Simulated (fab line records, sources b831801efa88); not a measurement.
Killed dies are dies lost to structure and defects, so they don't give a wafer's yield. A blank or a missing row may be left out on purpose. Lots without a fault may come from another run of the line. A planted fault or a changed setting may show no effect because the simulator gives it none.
Which tool did it? | flow sky130 | 12 lots, 36 wafers sampled, at 5 steps of a route of 708

WHAT THE GAUGES READ, wafer by wafer
SKY_VT_ADJUST_HVTR_CD_MEAS_07: target cd 380 nm. Usual: cd_nm 380.4 nm, standard deviation 2.2.
lot  | measured     | on        | cd_nm (nm)        | flag
L563 | day 9 14:20  | cd_sem-02 | 382.0 383.4 384.5 |
L564 | day 10 02:45 | cd_sem-01 | 381.0 381.4 380.5 |
L565 | day 10 12:08 | cd_sem-02 | 379.3 379.3 381.6 |
L567 | day 10 22:19 | cd_sem-01 | 381.5 379.8 382.6 |
L569 | day 11 13:01 | cd_sem-02 | 377.6 377.5 378.8 |
L574 | day 12 20:00 | cd_sem-02 | 378.0 381.8 379.9 |
L575 | day 13 00:52 | cd_sem-02 | 383.7 381.5 380.5 |
L577 | day 13 16:43 | cd_sem-01 | 379.8 382.4 380.8 |
L578 | day 14 00:29 | cd_sem-01 | 383.8 382.2 381.3 |
L582 | day 15 02:17 | cd_sem-01 | 380.9 382.3 382.9 |
L585 | day 16 04:46 | cd_sem-02 | 383.3 382.9 383.1 |
L586 | day 16 08:34 | cd_sem-01 | 379.2 377.6 377.1 |

SKY_SONOS_TUNNEL_OVL_MEAS_08. Usual: SONOS_TUNNEL_OVL -0.1 nm, standard deviation 1.2.
lot  | measured     | on         | SONOS_TUNNEL_OVL (nm) | flag
L563 | day 11 12:02 | overlay-01 | -0.4 -2.4 0.0         |
L564 | day 12 00:05 | overlay-02 | -2.4 -1.3 -1.3        |
L565 | day 12 10:40 | overlay-02 | -1.8 -0.6 -0.8        |
L567 | day 12 19:20 | overlay-01 | -0.7 0.7 -1.6         |
L569 | day 13 12:40 | overlay-01 | 0.9 0.6 0.7           |
L574 | day 14 23:08 | overlay-01 | 0.1 -0.1 0.1          |
L575 | day 15 06:28 | overlay-02 | 1.1 1.2 1.3           |
L577 | day 15 23:07 | overlay-01 | -1.5 -2.2 -0.8        |
L578 | day 16 07:14 | overlay-01 | 0.6 -0.6 0.3          |
L582 | day 17 11:14 | overlay-01 | 0.6 0.1 -0.5          |
L585 | day 18 15:46 | overlay-01 | -0.4 0.7 -1.0         |
L586 | day 18 19:11 | overlay-02 | -1.2 1.0 0.3          |

SKY_SONOS_TUNNEL_TW_MEAS_12. Usual: SONOS_TUNNEL_TW 197.3, standard deviation 1.8.
lot  | measured     | on            | SONOS_TUNNEL_TW   | flag
L563 | day 11 12:29 | film_metro-04 | 198.9 199.5 199.6 |
L564 | day 12 00:33 | film_metro-01 | 195.6 196.0 197.2 |
L565 | day 12 11:07 | film_metro-03 | 195.8 195.6 195.5 |
L567 | day 12 19:50 | film_metro-04 | 199.0 198.8 198.2 |
L569 | day 13 13:07 | film_metro-04 | 198.9 199.2 198.6 |
L574 | day 14 23:35 | film_metro-03 | 147.9 147.7 147.1 | OFF
L575 | day 15 06:56 | film_metro-01 | 147.1 147.4 147.9 | OFF
L577 | day 15 23:46 | film_metro-03 | 147.2 147.2 146.2 | OFF
L578 | day 16 07:41 | film_metro-04 | 200.0 199.9 199.7 |
L582 | day 17 11:42 | film_metro-04 | 198.8 198.8 198.9 |
L585 | day 18 16:14 | film_metro-01 | 195.7 195.0 193.8 |
L586 | day 18 19:38 | film_metro-03 | 195.4 195.3 195.2 |

WHICH TOOL RAN EACH LOT (tool, then ch and the chambers of the sampled wafers, then the start)
lot  | SKY_FIELD_ISO_ETCH_17           | SKY_SONOS_TUNNEL_IMPLANT_09
L563 | rie_si-01 ch 1,2,3, day 2 04:06 | implanter-02 ch 0, day 11 12:04
L564 | rie_si-02 ch 1,2,3, day 2 10:38 | implanter-04 ch 0, day 12 00:08
L565 | rie_si-02 ch 0,1, day 2 17:06   | implanter-04 ch 0, day 12 10:43
L567 | rie_si-02 ch 0,3, day 3 02:53   | implanter-02 ch 0, day 12 19:22
L569 | rie_si-01 ch 0,1,3, day 3 13:14 | implanter-04 ch 0, day 13 12:42
L574 | rie_si-02 ch 1,2,3, day 4 14:41 | implanter-04 ch 0, day 14 23:11
L575 | rie_si-02 ch 0,1,3, day 4 20:38 | implanter-04 ch 0, day 15 06:30
L577 | rie_si-01 ch 0,2,3, day 5 06:41 | implanter-04 ch 0, day 15 23:09
L578 | rie_si-01 ch 1,3, day 5 11:41   | implanter-02 ch 0, day 16 07:17
L582 | rie_si-01 ch 1,2,3, day 6 07:59 | implanter-02 ch 0, day 17 11:19
L585 | rie_si-02 ch 0,2,3, day 7 00:35 | implanter-04 ch 0, day 18 15:48
L586 | rie_si-01 ch 0,2,3, day 7 05:08 | implanter-03 ch 0, day 18 19:14
- SKY_FIELD_ISO_ETCH_17: etches Si in HBr/Cl2/O2, target depth 342 nm, time 97.7 s.
- SKY_SONOS_TUNNEL_IMPLANT_09

WHAT THE TOOLS THEMSELVES READ (means of the sampled wafers that have a number; where no wafer has one, the mark that the record gives instead)
SKY_FIELD_ISO_ETCH_17. Usual: drypump_motor_current_A 5.9 A, standard deviation 0.47; oes_product_au 1.001 a.u., standard deviation 0.0097; throttle_valve_pct 25.654 %, standard deviation 0.012.
lot  | tool      | drypump_motor_current_A (A) | oes_product_au (a.u.) | throttle_valve_pct (%) | flag
L563 | rie_si-01 | 5.9                         | 1.006                 | 25.649                 |
L564 | rie_si-02 | 6.0                         | 0.991                 | 25.665                 |
L565 | rie_si-02 | 5.4                         | 0.997                 | 25.644                 |
L567 | rie_si-02 | 5.3                         | 1.022                 | 25.640                 |
L569 | rie_si-01 | 6.3                         | 1.019                 | 25.645                 |
L574 | rie_si-02 | 6.0                         | 0.999                 | 25.646                 |
L575 | rie_si-02 | 5.6                         | 1.008                 | 25.656                 |
L577 | rie_si-01 | 6.0                         | 1.004                 | 25.641                 |
L578 | rie_si-01 | 6.2                         | 1.004                 | 25.651                 |
L582 | rie_si-01 | 5.9                         | 0.993                 | 25.665                 |
L585 | rie_si-02 | 5.7                         | 1.000                 | 25.659                 |
L586 | rie_si-01 | 6.0                         | 1.000                 | 25.662                 |

SKY_SONOS_TUNNEL_IMPLANT_09. Usual: dose_ions_cm2 1.0002e+12, standard deviation 1.1e+09; end_station_pressure_torr 5.01e-06 Torr, standard deviation 2.6e-07; faraday_current_uA 5.65, standard deviation 0.11.
lot  | tool         | dose_ions_cm2 | end_station_pressure_torr (Torr) | faraday_current_uA | flag
L563 | implanter-02 | 9.9880e+11    | 4.89e-06                         | 5.62               |
L564 | implanter-04 | 9.9940e+11    | 4.89e-06                         | 5.65               |
L565 | implanter-04 | 1.0001e+12    | 4.89e-06                         | 5.75               |
L567 | implanter-02 | 9.9867e+11    | 5.24e-06                         | 5.65               |
L569 | implanter-04 | 1.0006e+12    | 4.91e-06                         | 5.66               |
L574 | implanter-04 | 3.4433e+11    | 5.05e-06                         | 1.95               | OFF
L575 | implanter-04 | 3.4547e+11    | 4.92e-06                         | 1.95               | OFF
L577 | implanter-04 | 3.4467e+11    | 4.76e-06                         | 1.94               | OFF
L578 | implanter-02 | 1.0011e+12    | 4.82e-06                         | 5.61               |
L582 | implanter-02 | 1.0004e+12    | 5.01e-06                         | 5.55               |
L585 | implanter-04 | 9.9900e+11    | 5.28e-06                         | 5.69               |
L586 | implanter-03 | 1.0003e+12    | 5.14e-06                         | 5.59               |

THE ANSWER, worked out from the rows above alone
Rule: a lot is off if the mean of its wafers that have a number lies more than 3 standard deviations from the usual mean. A lot without any number at a reading at which 4 lots or more have one is off too. The other lots that the step has rows for count as sound. The gauges are gone through in route order, then the tools' own readings, and for those a lot's mean is taken as printed above. The first step at which some lot is off is used, and at that step the reading that is off furthest; a lot without a number counts as furthest.
Off: L574, L575, L577, at SKY_SONOS_TUNNEL_TW_MEAS_12 (SONOS_TUNNEL_TW).
A tool fits if, at a process step before that reading, it ran every lot that is off, and no sound lot after the first of them. The gauges at SKY_SONOS_TUNNEL_TW_MEAS_12 aren't tried: what is off there is off at SKY_SONOS_TUNNEL_IMPLANT_09 too, on other tools, and a gauge's error can't cause that. None of those tried fits.

WHAT THE SIMULATOR HAD PUT IN
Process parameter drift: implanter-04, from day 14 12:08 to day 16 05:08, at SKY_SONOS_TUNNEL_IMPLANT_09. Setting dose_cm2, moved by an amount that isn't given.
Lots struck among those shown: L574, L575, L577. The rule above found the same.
